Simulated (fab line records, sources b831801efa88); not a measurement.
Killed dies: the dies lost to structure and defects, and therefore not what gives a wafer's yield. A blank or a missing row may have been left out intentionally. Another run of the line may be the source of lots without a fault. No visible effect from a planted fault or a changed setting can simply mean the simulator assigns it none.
Struck lot and sound lot, side by side    flow sky130    15 steps out of a route of 708
Sound: the wafers L843.1, L843.2, L843.4. Struck: wafers L841.1, L841.2, L841.6. The cause comes at the end.
At each step with rows: each side's tool, then ch and its chambers, then its first start. Under that, the readings that differ: sound wafers    struck wafers    difference of the means    sigmas: that difference in standard deviations of wafers without a fault.
alike: readings with means less than 2 such deviations apart, plus words and numbers identical on both sides. not compared: withheld readings, readings lacking a value on some wafer, bounds such as >300 that could conceal the same value, and numbers that have no deviation in the record and whose values overlap.
Wherever a step has rows on one side only, a row that says differs or no value, or a row with sigmas, the two part there. Non-overlapping numbers with no deviation appear without sigmas and do not part them. Lack of a reading on every wafer of one side parts them only where that side has two or more wafers.

SKY_METAL5_RS_MEAS_05: the measuring method here is four-point-probe.
  struck on filmMetro-03, day 47 08:55; sound on filmMetro-01, day 47 12:21
  alike: METAL5_ALCU_RS
SKY_METAL5_THK_MEAS_06: measures by xrf.
  struck on filmMetro-03, day 47 09:02; sound on filmMetro-01, day 47 12:28
  alike: METAL5_ALCU_THK
then, 7 steps without rows for these wafers: SKY_METAL5_DEHYDRATE_07 (time 60 s); SKY_METAL5_HMDS_08 (prime time 60 s); SKY_METAL5_COAT_09 (resist thk 1800 nm); SKY_METAL5_SOFTBAKE_10 (time 60 s); SKY_METAL5_EXPOSE_11 (exposes mask MM5, target cd 1600 nm); SKY_METAL5_PEB_12; SKY_METAL5_DEVELOP_13 (develop time 60 s).
SKY_METAL5_DESCUM_14: chemistry O2, time 11 s.
  sound on rieMetal-04 ch 0,1, day 48 07:50; struck on rieMetal-03 ch 0,1, day 48 04:37
  alike: drypumpMotorCurrentA, heBacksideLeakSccm, oesProductAu
  not compared: rfHoursCounterH
SKY_METAL5_METAL_ETCH_15: etches the open film in Cl2/BCl3, stops on SiO2, target depth 1260 nm, time 252 s.
  sound on rieMetal-04 ch 0,1, day 48 07:52; struck on rieMetal-03 ch 0,1, day 48 04:39
  alike: drypumpMotorCurrentA, heBacksideLeakSccm, oesProductAu, throttleValvePct
  not compared: rfHoursCounterH
SKY_METAL5_STRIP_16: strips in O2/N2.
  sound on plasmaAsher-04 ch 0,1, day 48 08:06; struck on plasmaAsher-03 ch 0,1, day 48 04:53
  alike: chamberPressureMTorr, drypumpMotorCurrentA, oesProductAu, stripTimeToEndpointS
  not compared: rfHoursCounterH
SKY_METAL5_STRIP_17: strips in post etch residue remover, time 1200 s.
  sound on wetBench-04 ch 0, day 48 08:12; struck on wetBench-03 ch 3, day 48 04:59
  no value came back on the struck wafers for bathGuardTempC (C), bathHeatDutyPct (%); on the sound wafers bathGuardTempC (C) reads 72.8 72.7 72.7
then, 1 step without rows for these wafers: SKY_METAL5_CLEAN_18 (cleans in IPA, time 180 s).
SKY_PAD_OPEN_PROBE_99:
  struck on prober-01, day 49 19:40; sound on prober-02, day 49 22:35
reading                            sound                 struck               difference  sigmas
model.etest.met5Comb.leakLog10AUm  -11.99 -11.98 -12.16  -11.55 -11.69 -11.6  +0.43       
  alike: defectLimitedYield, killed_at_M0_to_M3, killed_at_M4_up, killedAtContacts, killedAtFrontEnd, killedAtOther, killedDies, killedOnRim, killedOpen, killedShort, sort_bin_3_pad_short, sort_bin_5_function, sort_bin_6_memory, sortNPass, sortYieldPct

== WHERE THEY PART ==
SKY_METAL5_STRIP_17 only, going by this record. Later steps at which nothing parts them and some readings are alike: SKY_PAD_OPEN_PROBE_99.

WHY: what the simulator had put in
Beginning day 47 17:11, the whole step at SKY_METAL5_STRIP_17 was skipped on wetBench-03. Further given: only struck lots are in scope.
